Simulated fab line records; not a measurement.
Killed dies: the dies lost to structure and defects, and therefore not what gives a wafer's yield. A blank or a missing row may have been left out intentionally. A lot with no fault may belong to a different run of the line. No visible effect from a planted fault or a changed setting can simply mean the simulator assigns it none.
fab line records + flow sky130
record:
- lots: 11
- wafers: 33
- last_day: 50
route steps=708 shown LDD_LDN@301 LI_CONTACT@362
lots with no fault: from the same line, run without faults
start_h: start of the lot's first displayed wafer, in hours after the record's first day + wait_h: time in hours since the lot's previous step + " unchanged from the row above + L1.1+2: one row covering several wafers at once + - no value, or no start was given + * or withheld: withheld + < > ~ a bound
route shown NAME@n: a module of which the file shows steps, and the number in the route of the first + usual: mean/standard deviation of fault-free wafers + same: alike in all rows + chamber/n: place in a boat + sites: each site's reading + _std_site: standard deviation across them + _edge_site: mean of outer sites minus mean of inner sites + radius_mm: for every site, how far away it sits from the centre of the wafer + mask NAME#n: copy n + behind: the tool/chamber that last shaped the wafer + hold: reason for holding the lot/hours on hold/outcome of the hold + device: transistor that didn't switch, given as n, p or np + end of line: the route-end tests of the same wafers + a step given without rows: its recipe and nothing more + killed: not the wafer's yield, but the dies lost to structure and defects at the first sort + map: per-die view of a wafer (x killed, . not killed, _ where there is no die)
set.NAME: setting as actually run; set.NAME@STEP: the setting as run at that earlier step + model.NAME: the simulator's own value behind a step, which no gauge read
one table for each step of the route and one row for each wafer, over a sample of lots
services: a tool's chamber out of use, with start hour (start_h, from the record's first day; less than 0 if before it), hours out, and reason
== steps ==
step: SKY_LDD_LDN_STRIP_12
recipe:
- chemistry: O2/N2
- power_w: 1400
- pressure_mtorr: 1500
- platen_temp_c: withheld
- o2_flow_sccm: 3000
- n2_flow_sccm: 300
- overash_fraction: 0.5
usual:
- drypump_motor_current_A: 5.3/0.31
- oes_product_au: 0.716/0.0045
- strip_time_to_endpoint_s: 14.16/0.038
| lot.wafer | tool            | chamber | start_h | wait_h | drypump_motor_current_A | oes_product_au | rf_hours_counter_h | strip_time_to_endpoint_s |
|-----------|-----------------|---------|---------|--------|-------------------------|----------------|--------------------|--------------------------|
| L388.1    | plasma_asher-04 | 1       | 546.21  | 0.1    | 5.3                     | 0.713          | 65                 | 14.15                    |
| L388.3    | "               | 1       | "       | "      | 5.3                     | 0.716          | -                  | 14.17                    |
| L388.4    | "               | 0       | "       | "      | 5.1                     | 0.713          | -                  | 14.17                    |
| L389.1    | plasma_asher-04 | 1       | 553.21  | 0.1    | 5.2                     | 0.722          | 66                 | 14.13                    |
| L389.2    | "               | 0       | "       | "      | 5.1                     | 0.721          | 66                 | 14.12                    |
| L389.6    | "               | 1       | "       | "      | 5.3                     | 0.719          | -                  | 14.06                    |
| L391.2    | plasma_asher-04 | 1       | 572.08  | 0.1    | 5.3                     | 0.721          | 68                 | 14.13                    |
| L391.4    | "               | 0       | "       | "      | 5.1                     | 0.721          | -                  | 14.11                    |
| L391.6    | "               | 1       | "       | "      | 5.2                     | 0.727          | -                  | 14.16                    |
| L395.1    | plasma_asher-01 | 0       | 607.53  | 0.1    | 4.8                     | 0.722          | 18                 | 14.15                    |
| L395.2    | "               | 1       | "       | "      | 5.4                     | 0.716          | 18                 | 14.09                    |
| L395.3    | "               | 1       | "       | "      | 5.4                     | 0.716          | -                  | 14.17                    |
| L398.2    | plasma_asher-02 | 1       | 630.30  | 0.1    | 5.8                     | 0.707          | 50                 | 14.22                    |
| L398.3    | "               | 1       | "       | "      | 5.8                     | 0.717          | -                  | 14.21                    |
| L398.6    | "               | 0       | "       | "      | 5.6                     | 0.706          | -                  | 14.20                    |
| L399.2    | plasma_asher-02 | 0       | 640.90  | 0.1    | 5.6                     | 0.714          | 51                 | 14.13                    |
| L399.4    | "               | 1       | "       | "      | 5.7                     | 0.717          | -                  | 14.12                    |
| L399.5    | "               | 1       | "       | "      | 5.7                     | 0.715          | -                  | 14.09                    |
| L401.2    | plasma_asher-01 | 1       | 653.85  | 0.1    | 5.4                     | 0.710          | 24                 | 14.18                    |
| L401.3    | "               | 1       | "       | "      | 5.4                     | 0.714          | -                  | 14.15                    |
| L401.6    | "               | 1       | "       | "      | 5.4                     | 0.713          | -                  | 14.15                    |
| L402.1    | plasma_asher-01 | 1       | 664.13  | 0.1    | 5.5                     | 0.714          | 25                 | 14.21                    |
| L402.2    | "               | 0       | "       | "      | 4.8                     | 0.717          | 25                 | 14.16                    |
| L402.4    | "               | 1       | "       | "      | 5.4                     | 0.712          | -                  | 14.22                    |
| L405.1    | plasma_asher-04 | 1       | 683.55  | 0.1    | 5.3                     | 0.719          | 76                 | 14.15                    |
| L405.5    | "               | 1       | "       | "      | 5.3                     | 0.717          | -                  | 14.09                    |
| L405.6    | "               | 0       | "       | "      | 5.2                     | 0.721          | -                  | 14.12                    |
| L406.1    | plasma_asher-01 | 0       | 698.80  | 0.1    | 4.8                     | 0.724          | 29                 | 14.12                    |
| L406.2    | "               | 1       | "       | "      | 5.4                     | 0.711          | 29                 | 14.14                    |
| L406.6    | "               | 1       | "       | "      | 5.4                     | 0.701          | -                  | 14.16                    |
| L408.2    | plasma_asher-02 | 0       | 705.35  | 0.1    | 5.5                     | 0.716          | 58                 | 14.11                    |
| L408.3    | "               | 0       | "       | "      | 5.6                     | 0.717          | -                  | 14.13                    |
| L408.4    | "               | 1       | "       | "      | 5.7                     | 0.721          | -                  | 14.20                    |
step: SKY_LI_CONTACT_HDPCVD_00
recipe:
- material: PSG
- target_thk_nm: 930
- sigma_open_frac: 0.3
- time_s: 155
- temp_c: 600
- sih4_flow_sccm: 60
- pressure_mtorr: 6
usual:
- run_length_s: 182.9/0.63
- sih4_flow_sccm: 60.02/0.18
| lot.wafer | tool      | chamber | start_h | wait_h | run_length_s | sih4_flow_sccm |
|-----------|-----------|---------|---------|--------|--------------|----------------|
| L388.1    | hdpcvd-01 | 0       | 666.80  | 0.0    | 182.7        | 60.14          |
| L388.3    | "         | 1       | "       | "      | 181.8        | 60.26          |
| L388.4    | "         | 2       | "       | "      | 183.9        | 60.31          |
| L389.1    | hdpcvd-02 | 0       | 672.43  | 0.0    | 183.2        | 60.13          |
| L389.2    | "         | 1       | "       | "      | 182.3        | 60.12          |
| L389.6    | "         | 2       | "       | "      | 183.9        | 59.80          |
| L391.2    | hdpcvd-02 | 2       | 691.81  | 0.0    | 183.3        | 60.48          |
| L391.4    | "         | 1       | "       | "      | 182.4        | 60.07          |
| L391.6    | "         | 0       | "       | "      | 183.2        | 59.86          |
| L395.1    | hdpcvd-01 | 1       | 723.64  | 0.0    | 181.9        | 59.73          |
| L395.2    | "         | 2       | "       | "      | 183.3        | 59.96          |
| L395.3    | "         | 0       | "       | "      | 183.0        | 60.10          |
| L398.2    | hdpcvd-02 | 0       | 748.12  | 0.0    | 209.6        | 60.14          |
| L398.3    | "         | 1       | "       | "      | 182.7        | 60.11          |
| L398.6    | "         | 2       | "       | "      | 209.9        | 59.86          |
| L399.2    | hdpcvd-02 | 2       | 756.09  | 0.0    | 210.5        | 59.90          |
| L399.4    | "         | 2       | "       | "      | 209.9        | 59.99          |
| L399.5    | "         | 0       | "       | "      | 183.1        | 59.97          |
| L401.2    | hdpcvd-01 | 1       | 769.14  | 0.0    | 182.0        | 60.35          |
| L401.3    | "         | 0       | "       | "      | 182.6        | 59.89          |
| L401.6    | "         | 0       | "       | "      | 183.1        | 59.91          |
| L402.1    | hdpcvd-01 | 1       | 777.30  | 0.0    | 181.9        | 60.32          |
| L402.2    | "         | 2       | "       | "      | 183.4        | 60.09          |
| L402.4    | "         | 2       | "       | "      | 183.4        | 59.91          |
| L405.1    | hdpcvd-01 | 1       | 796.33  | 0.0    | 182.0        | 60.33          |
| L405.5    | "         | 0       | "       | "      | 183.2        | 60.00          |
| L405.6    | "         | 2       | "       | "      | 183.3        | 60.08          |
| L406.1    | hdpcvd-01 | 1       | 810.36  | 0.0    | 182.4        | 59.94          |
| L406.2    | "         | 0       | "       | "      | 182.6        | 59.93          |
| L406.6    | "         | 2       | "       | "      | 183.6        | 60.00          |
| L408.2    | hdpcvd-01 | 1       | 816.08  | 0.0    | 181.8        | 60.18          |
| L408.3    | "         | 2       | "       | "      | 183.2        | 60.14          |
| L408.4    | "         | 1       | "       | "      | 181.7        | 59.87          |
step: SKY_LI_CONTACT_THK_MEAS_01
recipe:
- reads: PSG_of_LI_CONTACT_HDPCVD_00
usual:
- LI_CONTACT_HDPCVD_THK: 928/8
| lot.wafer | tool          | chamber | start_h | wait_h | hold                     | LI_CONTACT_HDPCVD_THK[nm] |
|-----------|---------------|---------|---------|--------|--------------------------|---------------------------|
| L388.1    | film_metro-01 | -       | 666.91  | 0.1    | -                        | 922                       |
| L388.3    | "             | -       | "       | "      | -                        | 933                       |
| L388.4    | "             | -       | "       | "      | -                        | 920                       |
| L389.1    | film_metro-03 | -       | 672.53  | 0.1    | -                        | 930                       |
| L389.2    | "             | -       | "       | "      | -                        | 931                       |
| L389.6    | "             | -       | "       | "      | -                        | 935                       |
| L391.2    | film_metro-01 | -       | 691.92  | 0.1    | -                        | 924                       |
| L391.4    | "             | -       | "       | "      | -                        | 925                       |
| L391.6    | "             | -       | "       | "      | -                        | 928                       |
| L395.1    | film_metro-03 | -       | 723.74  | 0.1    | -                        | 931                       |
| L395.2    | "             | -       | "       | "      | -                        | 915                       |
| L395.3    | "             | -       | "       | "      | -                        | 918                       |
| L398.2    | film_metro-01 | -       | 748.24  | 0.1    | await_dispo/0.2h/release | 1093                      |
| L398.3    | "             | -       | "       | "      | await_dispo/0.2h/release | 928                       |
| L398.6    | "             | -       | "       | "      | await_dispo/0.2h/release | 1094                      |
| L398.2    | film_metro-01 | -       | 748.60  | 0.3    | -                        | 1091                      |
| L398.3    | "             | -       | "       | "      | -                        | 929                       |
| L398.6    | "             | -       | "       | "      | -                        | 1093                      |
| L399.2    | film_metro-02 | -       | 756.20  | 0.1    | await_dispo/0.2h/release | 1083                      |
| L399.4    | "             | -       | "       | "      | await_dispo/0.2h/release | 1090                      |
| L399.5    | "             | -       | "       | "      | await_dispo/0.2h/release | 924                       |
| L399.2    | film_metro-02 | -       | 756.42  | 0.2    | -                        | 1084                      |
| L399.4    | "             | -       | "       | "      | -                        | 1090                      |
| L399.5    | "             | -       | "       | "      | -                        | 924                       |
| L401.2    | film_metro-03 | -       | 769.25  | 0.1    | -                        | 928                       |
| L401.3    | "             | -       | "       | "      | -                        | 913                       |
| L401.6    | "             | -       | "       | "      | -                        | 918                       |
| L402.1    | film_metro-02 | -       | 777.40  | 0.1    | -                        | 933                       |
| L402.2    | "             | -       | "       | "      | -                        | 922                       |
| L402.4    | "             | -       | "       | "      | -                        | 935                       |
| L405.1    | film_metro-01 | -       | 796.43  | 0.1    | -                        | 933                       |
| L405.5    | "             | -       | "       | "      | -                        | 921                       |
| L405.6    | "             | -       | "       | "      | -                        | 928                       |
| L406.1    | film_metro-02 | -       | 810.47  | 0.1    | -                        | 937                       |
| L406.2    | "             | -       | "       | "      | -                        | 928                       |
| L406.6    | "             | -       | "       | "      | -                        | 930                       |
| L408.2    | film_metro-03 | -       | 816.19  | 0.1    | -                        | 931                       |
| L408.3    | "             | -       | "       | "      | -                        | 944                       |
| L408.4    | "             | -       | "       | "      | -                        | 923                       |
step: SKY_LI_CONTACT_CMP_02
recipe:
- material: PSG
- down_force_psi: 4
- platen_rpm: 60
- pad_velocity_m_s: 0.94248
usual:
- edge_zone_pressure_frac: 1.000/0.0049
- motor_current_A: 12.6/1.3
- time_to_endpoint_s: 32.0/2.4
| lot.wafer | tool   | chamber | start_h | wait_h | hold                     | edge_zone_pressure_frac | motor_current_A | time_to_endpoint_s |
|-----------|--------|---------|---------|--------|--------------------------|-------------------------|-----------------|--------------------|
| L388.1    | cmp-01 | 2       | 666.97  | 0.1    | -                        | 1.007                   | 10.3            | 36.6               |
| L388.4    | "      | 3       | "       | "      | -                        | 0.992                   | 13.1            | 32.4               |
| L388.3    | "      | 0       | "       | "      | -                        | 0.998                   | 11.3            | 35.7               |
| L389.2    | cmp-01 | 1       | 672.69  | 0.1    | -                        | 0.997                   | 12.4            | 30.5               |
| L389.1    | "      | 2       | "       | "      | -                        | 1.005                   | 10.5            | 34.0               |
| L389.6    | "      | 3       | "       | "      | -                        | 0.997                   | 13.2            | 32.7               |
| L391.2    | cmp-02 | 3       | 691.97  | 0.0    | -                        | 0.995                   | 12.0            | 29.8               |
| L391.4    | "      | 2       | "       | "      | -                        | 0.991                   | 11.9            | 29.2               |
| L391.6    | "      | 3       | "       | "      | -                        | 0.999                   | 12.3            | 32.6               |
| L395.3    | cmp-02 | 1       | 723.80  | 0.0    | -                        | 0.993                   | 14.0            | 31.0               |
| L395.1    | "      | 2       | "       | "      | -                        | 1.014                   | 12.0            | 33.2               |
| L395.2    | "      | 0       | "       | "      | -                        | 0.997                   | 13.9            | 31.2               |
| L398.3    | cmp-01 | 1       | 750.76  | 2.1    | await_dispo/2.0h/release | 0.997                   | 11.9            | 35.3               |
| L398.2    | "      | 3       | "       | "      | await_dispo/2.0h/release | 0.997                   | 12.8            | 49.9               |
| L398.6    | "      | 2       | "       | "      | await_dispo/2.0h/release | 0.996                   | 10.3            | 50.2               |
| L399.2    | cmp-02 | 1       | 761.95  | 5.5    | await_dispo/5.5h/release | 0.998                   | 14.6            | 46.9               |
| L399.4    | "      | 2       | "       | "      | await_dispo/5.5h/release | 1.002                   | 12.7            | 48.4               |
| L399.5    | "      | 2       | "       | "      | await_dispo/5.5h/release | 1.009                   | 12.1            | 30.9               |
| L401.3    | cmp-02 | 0       | 769.30  | 0.0    | -                        | 0.997                   | 13.5            | 30.1               |
| L401.2    | "      | 1       | "       | "      | -                        | 0.999                   | 14.7            | 35.9               |
| L401.6    | "      | 0       | "       | "      | -                        | 0.994                   | 13.6            | 30.9               |
| L402.4    | cmp-02 | 1       | 777.46  | 0.0    | -                        | 1.000                   | 14.4            | 33.4               |
| L402.2    | "      | 2       | "       | "      | -                        | 0.998                   | 12.3            | 29.8               |
| L402.1    | "      | 3       | "       | "      | -                        | 1.002                   | 11.0            | 28.9               |
| L405.1    | cmp-02 | 1       | 796.64  | 0.2    | -                        | 0.997                   | 14.7            | 33.9               |
| L405.5    | "      | 2       | "       | "      | -                        | 0.997                   | 11.9            | 28.8               |
| L405.6    | "      | 3       | "       | "      | -                        | 0.991                   | 11.3            | 34.7               |
| L406.2    | cmp-02 | 1       | 810.58  | 0.1    | -                        | 1.003                   | 14.6            | 31.3               |
| L406.1    | "      | 2       | "       | "      | -                        | 0.993                   | 12.6            | 30.5               |
| L406.6    | "      | 0       | "       | "      | -                        | 0.996                   | 13.8            | 33.2               |
| L408.4    | cmp-02 | 1       | 816.24  | 0.0    | -                        | 0.999                   | 15.3            | 31.9               |
| L408.3    | "      | 2       | "       | "      | -                        | 0.994                   | 12.2            | 34.4               |
| L408.2    | "      | 3       | "       | "      | -                        | 0.997                   | 12.2            | 32.9               |
step: SKY_LI_CONTACT_SPUTTER_19
recipe:
- material: Ti
- target_thk_nm: 20
- chamber_pressure_pa: 5
- power_w: 2500
- substrate_temp_c: 200
- time_s: 106.37
usual:
- throttle_valve_pct: 30.3/1.1
| lot.wafer | tool           | chamber | start_h | wait_h | throttle_valve_pct |
|-----------|----------------|---------|---------|--------|--------------------|
| L388.1    | pvd_sputter-03 | -       | 695.49  | 0.0    | 32.0               |
| L388.3    | "              | -       | "       | "      | 29.0               |
| L388.4    | "              | -       | "       | "      | 31.6               |
| L389.1    | pvd_sputter-03 | -       | 701.85  | 0.0    | 32.2               |
| L389.2    | "              | -       | "       | "      | 29.0               |
| L389.6    | "              | -       | "       | "      | 28.8               |
| L391.2    | pvd_sputter-01 | -       | 720.95  | 0.0    | 31.2               |
| L391.4    | "              | -       | "       | "      | 29.0               |
| L391.6    | "              | -       | "       | "      | 29.8               |
| L395.1    | pvd_sputter-03 | -       | 752.15  | 0.0    | 31.9               |
| L395.2    | "              | -       | "       | "      | 31.8               |
| L395.3    | "              | -       | "       | "      | 29.2               |
| L398.2    | pvd_sputter-03 | -       | 776.58  | 0.0    | 32.3               |
| L398.3    | "              | -       | "       | "      | 31.7               |
| L398.6    | "              | -       | "       | "      | 28.9               |
| L399.2    | pvd_sputter-01 | -       | 783.65  | 0.0    | 31.2               |
| L399.4    | "              | -       | "       | "      | 28.9               |
| L399.5    | "              | -       | "       | "      | 29.0               |
| L401.2    | pvd_sputter-01 | -       | 796.94  | 0.0    | 31.1               |
| L401.3    | "              | -       | "       | "      | 29.7               |
| L401.6    | "              | -       | "       | "      | 31.3               |
| L402.1    | pvd_sputter-04 | -       | 805.00  | 0.0    | 29.5               |
| L402.2    | "              | -       | "       | "      | 30.0               |
| L402.4    | "              | -       | "       | "      | 30.8               |
| L405.1    | pvd_sputter-03 | -       | 824.35  | 0.0    | 32.2               |
| L405.5    | "              | -       | "       | "      | 32.0               |
| L405.6    | "              | -       | "       | "      | 32.2               |
| L406.1    | pvd_sputter-04 | -       | 838.50  | 0.0    | 29.5               |
| L406.2    | "              | -       | "       | "      | 29.5               |
| L406.6    | "              | -       | "       | "      | 29.3               |
| L408.2    | pvd_sputter-01 | -       | 843.84  | 0.0    | 30.2               |
| L408.3    | "              | -       | "       | "      | 29.9               |
| L408.4    | "              | -       | "       | "      | 29.8               |
step: SKY_LI_CONTACT_THK_MEAS_23
recipe:
- thk_meas_gauge: xrf
- reads: W_of_LI_CONTACT_CVD_21
usual:
- LI_CONTACT_W_THK: 384/8.5
| lot.wafer | tool          | chamber | start_h | wait_h | LI_CONTACT_W_THK[nm] |
|-----------|---------------|---------|---------|--------|----------------------|
| L388.1    | film_metro-01 | -       | 696.00  | 0.1    | 399                  |
| L388.3    | "             | -       | "       | "      | 398                  |
| L388.4    | "             | -       | "       | "      | 396                  |
| L389.1    | film_metro-03 | -       | 702.23  | 0.1    | 383                  |
| L389.2    | "             | -       | "       | "      | 385                  |
| L389.6    | "             | -       | "       | "      | 379                  |
| L391.2    | film_metro-02 | -       | 721.34  | 0.1    | 385                  |
| L391.4    | "             | -       | "       | "      | 379                  |
| L391.6    | "             | -       | "       | "      | 380                  |
| L395.1    | film_metro-02 | -       | 752.53  | 0.1    | 370                  |
| L395.2    | "             | -       | "       | "      | 378                  |
| L395.3    | "             | -       | "       | "      | 369                  |
| L398.2    | film_metro-02 | -       | 776.97  | 0.1    | 373                  |
| L398.3    | "             | -       | "       | "      | 369                  |
| L398.6    | "             | -       | "       | "      | 371                  |
| L399.2    | film_metro-03 | -       | 784.04  | 0.1    | 378                  |
| L399.4    | "             | -       | "       | "      | 380                  |
| L399.5    | "             | -       | "       | "      | 384                  |
| L401.2    | film_metro-01 | -       | 797.33  | 0.1    | 397                  |
| L401.3    | "             | -       | "       | "      | 394                  |
| L401.6    | "             | -       | "       | "      | 399                  |
| L402.1    | film_metro-03 | -       | 805.38  | 0.1    | 389                  |
| L402.2    | "             | -       | "       | "      | 381                  |
| L402.4    | "             | -       | "       | "      | 382                  |
| L405.1    | film_metro-02 | -       | 824.73  | 0.1    | 373                  |
| L405.5    | "             | -       | "       | "      | 374                  |
| L405.6    | "             | -       | "       | "      | 377                  |
| L406.1    | film_metro-02 | -       | 838.88  | 0.1    | 371                  |
| L406.2    | "             | -       | "       | "      | 373                  |
| L406.6    | "             | -       | "       | "      | 376                  |
| L408.2    | film_metro-01 | -       | 844.23  | 0.1    | 389                  |
| L408.3    | "             | -       | "       | "      | 390                  |
| L408.4    | "             | -       | "       | "      | 387                  |
== services ==
| tool            | chamber | start_h | hours | kind   |
|-----------------|---------|---------|-------|--------|
| pvd_sputter-03  | -       | 522.54  | 9.6   | repair |
| hdpcvd-01       | 0       | 538.53  | 6.1   | repair |
| cmp-02          | -       | 562.26  | 0.8   | repair |
| pvd_sputter-03  | -       | 570.08  | 4.4   | repair |
| pvd_sputter-03  | -       | 573.59  | 1.2   | repair |
| plasma_asher-01 | -       | 574.82  | 5.5   | repair |
| plasma_asher-04 | -       | 579.43  | 1.4   | repair |
| cmp-02          | -       | 596.54  | 0.7   | repair |
| plasma_asher-04 | -       | 615.75  | 1.4   | repair |
| plasma_asher-04 | -       | 627.91  | 2.8   | pm     |
| plasma_asher-04 | -       | 634.81  | 35.2  | repair |
| cmp-02          | -       | 636.86  | 4.4   | repair |
| hdpcvd-02       | -       | 637.49  | 2.7   | repair |
| hdpcvd-01       | 1       | 639.01  | 5.2   | repair |
| pvd_sputter-03  | -       | 641.80  | 0.7   | repair |
| hdpcvd-02       | -       | 650.75  | 15.0  | pm     |
| hdpcvd-01       | 1       | 660.78  | 5.7   | repair |
| pvd_sputter-03  | -       | 668.17  | 1.6   | repair |
| cmp-02          | -       | 718.30  | 0.8   | repair |
| plasma_asher-04 | -       | 723.89  | 4.9   | repair |
| cmp-02          | -       | 744.03  | 4.0   | pm     |
| plasma_asher-04 | -       | 744.11  | 8.0   | repair |
| plasma_asher-04 | -       | 770.23  | 3.6   | repair |
| cmp-02          | -       | 841.29  | 1.9   | repair |
== key ==
first_sign:
- step: SKY_LI_CONTACT_HDPCVD_00
- reading: run_length_s
- direction: up
- sigmas: 43
- usual: *
- struck: *
effect:
- step: SKY_LI_CONTACT_THK_MEAS_01
- reading: visit
- direction: added
effect:
- step: SKY_LI_CONTACT_THK_MEAS_01
- reading: LI_CONTACT_HDPCVD_THK
- direction: up
- sigmas: 20
- usual: 928
- struck: 1090
effect:
- step: SKY_LI_CONTACT_CMP_02
- reading: time_to_endpoint_s
- direction: up
- sigmas: 7.1
- usual: *
- struck: *
met_at SKY_LI_CONTACT_HDPCVD_00
struck_lots L398,L399
struck_wafers L398.2,L398.6,L399.2,L399.4
tester_left_out L398,L399
not_acting_at SKY_LDD_LDN_STRIP_12,SKY_LI_CONTACT_SPUTTER_19,SKY_LI_CONTACT_THK_MEAS_23
onset_between 691.81 748.12
fault:
- kind: process_parameter_drift
- tool: hdpcvd-02
- chamber: -
- onset_h: 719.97
- steps: SKY_LI_CONTACT_HDPCVD_00
- channel: time_s
- offset: *
- shape: step
- end_h: 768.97
- scope: struck_wafers_only
- acts_in: *
- stated: *
tester_left_out: of these lots the tester's yield and bins aren't shown, on N5 and GAA mostly nor the transistor test; their killed dies are dies lost to structure and defects alone, not to doping, threshold or leakage, so they don't give the yield
